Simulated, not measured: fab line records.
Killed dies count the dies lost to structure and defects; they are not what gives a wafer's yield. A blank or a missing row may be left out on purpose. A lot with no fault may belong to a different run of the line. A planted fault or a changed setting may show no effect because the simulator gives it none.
A struck lot beside a sound one / flow gf180mcu / 15 out of 602 route steps
Sound: the wafers L766.2, L766.4, L766.5. Wafers L772.4, L772.5, L772.6 were the ones struck. The cause is given at the end.
For every step that has rows: the tool of each side, followed by ch and its chambers, followed by its first start. Under that, the readings that differ: sound wafers / struck wafers / difference of the means / sigmas: that difference in standard deviations of wafers without a fault.
alike: words and numbers the same on both sides, and readings whose means are apart by under 2 such deviations; not compared: readings that were withheld, readings missing a value for some wafer, numbers with overlapping values and no deviation given by the record, and bounds like >300 which may hide the same value.
Wherever a step has rows on one side only, a row that says differs or no value, or a row with sigmas, the two part there. When numbers do not overlap yet have no deviation, they are printed without sigmas and do not part them. Lack of a reading on every wafer of one side parts them only where that side has two or more wafers.

GF_HV_LDD_STRIP_10: strips in O2/N2.
  sound on plasma_asher-03 ch 0,1, day 11 13:35; struck on plasma_asher-03 ch 0,1, day 13 12:46
  alike: drypump_motor_current_A, heater_power_w, oes_product_au, strip_time_to_endpoint_s
  not compared: rf_hours_counter_h
GF_HV_LDD_TW_MEAS_11:
  sound on film_metro-03, day 11 13:41; struck on film_metro-03, day 13 12:52
  alike: HV_LDD_TW
then, 7 steps without rows for these wafers: GF_HV_LDD_DEHYDRATE_12 (time 60 s); GF_HV_LDD_HMDS_13 (prime time 60 s); GF_HV_LDD_COAT_14 (resist thk 1000 nm); GF_HV_LDD_SOFTBAKE_15 (time 60 s); GF_HV_LDD_EXPOSE_16 (exposes mask Pplus LV AREA, target cd 400 nm); GF_HV_LDD_PEB_17; GF_HV_LDD_DEVELOP_18 (develop time 60 s).
GF_HV_LDD_CD_MEAS_19: target cd 400 nm.
  sound on cd_sem-01, day 12 07:56; struck on cd_sem-02, day 14 09:23
  alike: cd_nm
GF_HV_LDD_OVL_MEAS_20:
  sound on overlay-02, day 12 08:02; struck on overlay-01, day 14 09:28
reading=HV_LDD_01_OVL (nm); sound=3.6 2.5 4.4; struck=-0.2 0.9 -0.6; difference=-3.5; sigmas=-3
following that, these wafers have no rows for 1 step: GF_HV_LDD_IMPLANT_21.
GF_HV_LDD_STRIP_22: strips in O2/N2.
  sound on plasma_asher-03 ch 0,1, day 12 08:13; struck on plasma_asher-03 ch 0,1, day 14 09:40
reading=oes_product_au (a.u.); sound=0.714 0.720 0.721; struck=0.896 0.889 0.889; difference=+0.173; sigmas=+39
reading=strip_time_to_endpoint_s (s); sound=12.58 12.59 12.59; struck=- - -; difference=no value on the struck wafers; sigmas=
  alike: drypump_motor_current_A, heater_power_w
  not compared: rf_hours_counter_h
GF_HV_LDD_TW_MEAS_23:
  sound on film_metro-03, day 12 08:20; struck on film_metro-04, day 14 09:46
reading=HV_LDD_2_TW; sound=1063 1062 1066; struck=1044 1051 1046; difference=-17; sigmas=-2
GF_PASSIVATION_PROBE_99:
  the record holds rows for the sound wafers here (prober-02, day 30 14:05) but none for the struck ones

WHERE THEY PART
First at GF_HV_LDD_OVL_MEAS_20; last, within this record, at GF_PASSIVATION_PROBE_99.

WHY: what had been put in by the simulator
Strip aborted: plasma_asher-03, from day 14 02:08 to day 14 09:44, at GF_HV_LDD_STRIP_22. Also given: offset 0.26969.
